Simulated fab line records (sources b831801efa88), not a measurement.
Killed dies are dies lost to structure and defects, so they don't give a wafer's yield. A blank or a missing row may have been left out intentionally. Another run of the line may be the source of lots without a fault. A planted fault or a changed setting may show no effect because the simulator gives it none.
fab line records    flow sky130    part 2 of 2: steps 42 to 42 of 42
record: lots: 5  wafers: 15  last_day: 50
route steps=708 shown GATE_OXIDE@192 POLY_GATE@204 RES_PROTECT@206 PAD_OPEN@708
lots that met no fault: taken from a fault-free run of the same line
start_h: hours from the record's opening day to when the first of the lot's shown wafers began    wait_h: hours elapsed since this lot's preceding step    " identical to the entry in the row above    L1.1+2: one row covering several wafers at once    - either no value or no given start    * or withheld: withheld    < > ~ a bound
route shown NAME@n: NAME is a module with steps in the file, n the number in the route of the first one    usual: mean/standard deviation taken from wafers without a fault    same: alike in all rows    chamber/n: place in a boat    sites: per-site readings    _std_site: their standard deviation    _edge_site: inner sites' mean taken away from outer sites' mean    radius_mm: for every site, how far away it sits from the centre of the wafer    mask NAME#n: copy n    behind: the tool/chamber that last shaped the wafer    hold: reason for holding the lot/hours on hold/outcome of the hold    device: names the non-switching transistor (n, p or np)    end of line: at the end of the route, the tests of the same wafers    a step given without rows: its recipe and nothing more    killed: count of dies lost to structure and defects at first sort (not the wafer's yield)    map: dies across one wafer; x = killed, . = not, _ = none there
set.NAME: the setting the step ran with; set.NAME@STEP: the setting that earlier step ran with    model.NAME: the simulator's own value behind a step, which no gauge read
lots at selected steps of the route; one table per step, one row per wafer
services: when a tool's chamber went out of use (start_h, in hours from the record's first day, below 0 if earlier), for how many hours, and the reason
== steps ==
step: SKY_PAD_OPEN_PROBE_99
usual: killed_at_M0_to_M3: 43/7.7  killed_at_M4_up: 3.0/1.7  killed_at_contacts: 24/5.2  killed_at_front_end: 15/4.5  killed_at_other: 0.3/0.5  killed_dies: 85/9.5  killed_open: 47/6.6  killed_short: 38/6.6
same: gross_dies: 492  killed_at_back_side: 0
lot.wafer  tool       chamber  start_h  wait_h  killed_at_M0_to_M3  killed_at_M4_up  killed_at_contacts  killed_at_front_end  killed_at_other  killed_dies  killed_open  killed_short  model.etest.res_high_po.line_ohm_um  model.etest.res_poly.line_ohm_um  model.etest.res_high_po.rs_ohm_sq  model.etest.res_poly.rs_ohm_sq  model.etest.cap_li_to_poly.c_af_um2
L771.3     prober-01  -        1109.97  0.2     39                  3                23                  14                   0                79           47           32            714.9                                482.1                             249.5                              46.76                           98.61
L771.5     prober-01  -        1110.07  0.2     47                  2                18                  19                   0                86           55           31            764                                  513.3                             265.8                              48.89                           97.72
L771.6     prober-01  -        1110.12  0.2     49                  1                29                  17                   0                96           58           38            724.1                                485.6                             257.3                              47.69                           96.91
L770.3     prober-02  -        1111.17  0.2     32                  7                17                  18                   1                75           38           37            743.9                                504.9                             261.2                              48.06                           94.8
L770.5     prober-02  -        1111.27  0.2     33                  4                29                  16                   0                82           45           37            757.8                                506.6                             262.4                              48.6                            97.02
L770.6     prober-02  -        1111.32  0.2     51                  3                23                  16                   0                93           52           41            761.3                                514.6                             266.5                              48.7                            96.99
L774.2     prober-01  -        1122.58  0.1     52                  1                25                  10                   1                89           46           43            848.4                                599.8                             300.9                              56.92                           88.25
L774.3     prober-01  -        1122.63  0.2     54                  0                30                  8                    1                93           46           47            858.2                                599.5                             299.8                              56.02                           92.3
L774.4     prober-01  -        1122.68  0.2     44                  1                26                  8                    1                80           48           32            871.1                                618.9                             304.6                              57.12                           91.53
L782.1     prober-02  -        1174.11  0.1     49                  5                16                  12                   1                83           40           43            731                                  513.5                             257.3                              46.87                           97.83
L782.5     prober-02  -        1174.31  0.2     43                  2                15                  11                   0                71           39           32            765.7                                521.9                             266.9                              48.54                           102.2
L782.6     prober-02  -        1174.36  0.2     32                  2                31                  14                   0                79           48           31            749.7                                520.2                             257.7                              47.23                           99.56
L789.2     prober-02  -        1194.59  0.1     47                  1                15                  15                   0                78           40           38            779.2                                531.2                             270.9                              50.19                           96.89
L789.5     prober-02  -        1194.74  0.2     42                  3                34                  16                   0                95           46           49            762.2                                521.6                             271.7                              49.93                           100.7
L789.6     prober-02  -        1194.79  0.2     44                  2                22                  21                   0                89           52           37            713.3                                507.1                             255.5                              48.27                           99.28
killed by level:class
L771.3 CONTACT:geometric_particle:open=13 VIA1:geometric_particle:open=10 VIA2:geometric_particle:open=8 VIA3:geometric_particle:short=6 POLY_GATE:geometric_particle:short=4 VIA1:geometric_particle:short=4 VIA3:geometric_particle:open=4 LI_CONTACT:geometric_particle:open=3
L771.5 LI_CONTACT:geometric_particle:open=9 VIA1:geometric_particle:open=9 VIA3:geometric_particle:open=8 CONTACT:geometric_particle:open=7 METAL1:geometric_particle:short=7 METAL2:geometric_particle:short=6 SPACER:geometric_particle:open=5 VIA2:geometric_particle:open=5
L771.6 VIA1:geometric_particle:open=17 CONTACT:geometric_particle:open=11 VIA2:geometric_particle:open=8 POLY_GATE:geometric_particle:open=6 LI_CONTACT:geometric_particle:open=6 METAL1:geometric_particle:short=5 VIA1:geometric_particle:short=5 FIELD_ISO:geometric_particle:short=4
L770.3 VIA1:geometric_particle:open=8 VIA3:geometric_particle:open=8 POLY_GATE:geometric_particle:short=7 CONTACT:geometric_particle:short=5 CONTACT:geometric_particle:open=5 POLY_GATE:geometric_particle:open=4 LOCAL_INTERCONNECT:geometric_particle:short=4 VIA2:geometric_particle:open=4
L770.5 LI_CONTACT:geometric_particle:open=11 VIA3:geometric_particle:open=10 CONTACT:geometric_particle:open=9 CONTACT:geometric_particle:short=5 POLY_GATE:geometric_particle:short=4 VIA3:geometric_particle:short=4 VIA2:geometric_particle:open=4 METAL4:geometric_particle:short=4
L770.6 VIA3:geometric_particle:open=16 CONTACT:geometric_particle:open=8 VIA1:geometric_particle:open=8 LI_CONTACT:geometric_particle:open=7 METAL2:geometric_particle:short=6 METAL1:geometric_particle:short=5 POLY_GATE:geometric_particle:open=4 CONTACT:geometric_particle:short=4
L774.2 VIA1:geometric_particle:open=13 VIA1:geometric_particle:short=11 METAL2:geometric_particle:short=9 LI_CONTACT:geometric_particle:open=8 CONTACT:geometric_particle:open=5 CONTACT:geometric_particle:short=5 METAL1:geometric_particle:short=5 VIA3:geometric_particle:open=5
L774.3 VIA1:geometric_particle:open=13 CONTACT:geometric_particle:open=10 METAL2:geometric_particle:short=8 LI_CONTACT:geometric_particle:open=6 CONTACT:geometric_particle:short=6 METAL1:geometric_particle:short=6 VIA2:geometric_particle:open=6 FIELD_ISO:geometric_particle:open=5
L774.4 VIA1:geometric_particle:open=12 LI_CONTACT:geometric_particle:open=9 METAL2:geometric_particle:short=8 CONTACT:geometric_particle:open=7 METAL1:geometric_particle:short=5 LI_CONTACT:geometric_particle:short=4 METAL1:geometric_particle:open=4 VIA2:geometric_particle:open=4
L782.1 VIA2:geometric_particle:open=8 VIA1:geometric_particle:open=8 VIA1:geometric_particle:short=7 VIA3:geometric_particle:open=6 METAL4:geometric_particle:short=5 LI_CONTACT:geometric_particle:open=5 METAL3:geometric_particle:short=5 POLY_GATE:geometric_particle:short=4
L782.5 VIA2:geometric_particle:open=9 METAL2:geometric_particle:short=7 VIA1:geometric_particle:open=6 VIA3:geometric_particle:open=5 LI_CONTACT:geometric_particle:open=4 METAL2:geometric_particle:open=4 CONTACT:geometric_particle:open=4 METAL1:geometric_particle:short=4
L782.6 VIA1:geometric_particle:open=12 LI_CONTACT:geometric_particle:open=11 FIELD_ISO:geometric_particle:open=7 CONTACT:geometric_particle:short=6 CONTACT:geometric_particle:open=6 LOCAL_INTERCONNECT:geometric_particle:short=4 METAL1:geometric_particle:short=4 METAL2:geometric_particle:short=4
L789.2 VIA3:geometric_particle:open=7 VIA2:geometric_particle:open=7 CONTACT:geometric_particle:open=6 METAL1:geometric_particle:short=6 METAL1:geometric_particle:open=5 VIA1:geometric_particle:open=5 METAL2:geometric_particle:short=5 CONTACT:geometric_particle:short=4
L789.5 CONTACT:geometric_particle:open=12 LI_CONTACT:geometric_particle:open=9 METAL1:geometric_particle:short=8 POLY_GATE:geometric_particle:short=7 VIA1:geometric_particle:open=7 METAL2:geometric_particle:short=7 LI_CONTACT:geometric_particle:short=5 VIA1:geometric_particle:short=5
L789.6 VIA1:geometric_particle:open=9 VIA2:geometric_particle:open=9 LI_CONTACT:geometric_particle:open=8 CONTACT:geometric_particle:open=7 METAL2:geometric_particle:short=6 FIELD_ISO:geometric_particle:open=5 POLY_GATE:geometric_particle:open=5 METAL1:geometric_particle:short=5
== services ==
tool             chamber  start_h  hours  kind
rie_diel-01      1        341.00   5.0    repair
plasma_asher-01  -        343.19   1.2    repair
rie_diel-01      -        355.79   0.3    repair
rie_si-02        0        356.54   13.1   repair
plasma_asher-03  -        357.38   2.8    pm
plasma_asher-01  -        371.03   14.6   pm
plasma_asher-02  -        377.40   18.8   pm
plasma_asher-01  -        385.63   2.8    pm
rie_diel-03      1        399.41   1.3    repair
rie_diel-03      1        407.27   13.8   repair
plasma_asher-03  -        411.14   1.2    repair
plasma_asher-02  -        412.60   1.0    repair
plasma_asher-04  -        416.76   3.5    repair
plasma_asher-02  -        421.30   9.0    pm
rie_si-01        2        446.11   4.3    repair
rie_diel-01      0        449.45   10.3   repair
rie_si-02        -        470.16   2.8    pm
plasma_asher-01  -        474.35   0.6    repair
rie_diel-03      0        489.06   6.6    repair
rie_si-01        2        491.41   5.6    repair
rie_si-01        -        506.39   2.8    pm
rie_diel-03      3        508.07   10.1   repair
rie_si-02        1        536.84   4.1    repair
plasma_asher-02  -        563.22   1.4    repair
== key ==
first_sign: step: SKY_POLY_GATE_CVD_00  reading: susceptor_temp_C  direction: down  sigmas: 28  usual: *  struck: *
effect: step: SKY_POLY_GATE_CVD_00  reading: spike_tc_upper_C  direction: down  sigmas: 7.7  usual: 619.2  struck: 609.9
effect: step: SKY_POLY_GATE_THK_MEAS_01  reading: POLY_GATE_CVD_00_THK  direction: down  sigmas: 15  usual: 180.7  struck: 153.1
effect: step: SKY_POLY_GATE_ETCH_17  reading: oes_product_au  direction: down  sigmas: 14  usual: 0.988  struck: 0.888
model_effect: step: SKY_POLY_GATE_CVD_00  value: poly-Si_of_POLY_GATE_CVD_00.thk_nm  without: 182.7  struck: 153.1
model_effect: step: SKY_RES_PROTECT_CLEAN_09  value: poly-Si_of_POLY_GATE_CVD_00.thk_nm  without: 182  struck: 152.4
model_effect: step: SKY_POLY_GATE_ETCH_17  value: etch.depth_nm  without: 180.1  struck: 152.4
model_effect: step: SKY_PAD_OPEN_PROBE_99  value: etest.res_high_po.line_ohm_um  without: 732.4  struck: 859.2
met_at SKY_POLY_GATE_CVD_00
struck_wafers L774.2,L774.3,L774.4
tester_left_out L774
onset_between 340.36 376.12
fault: kind: process_parameter_drift  tool: lpcvd-01  chamber: 0  onset_h: 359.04  steps: SKY_POLY_GATE_CVD_00  channel: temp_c  offset: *  shape: step  end_h: 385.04  stated: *
tester_left_out: of these lots the tester's yield and bins aren't shown, on N5 and GAA mostly nor the transistor test; their killed dies are dies lost to structure and defects alone, not to doping, threshold or leakage, so they don't give the yield
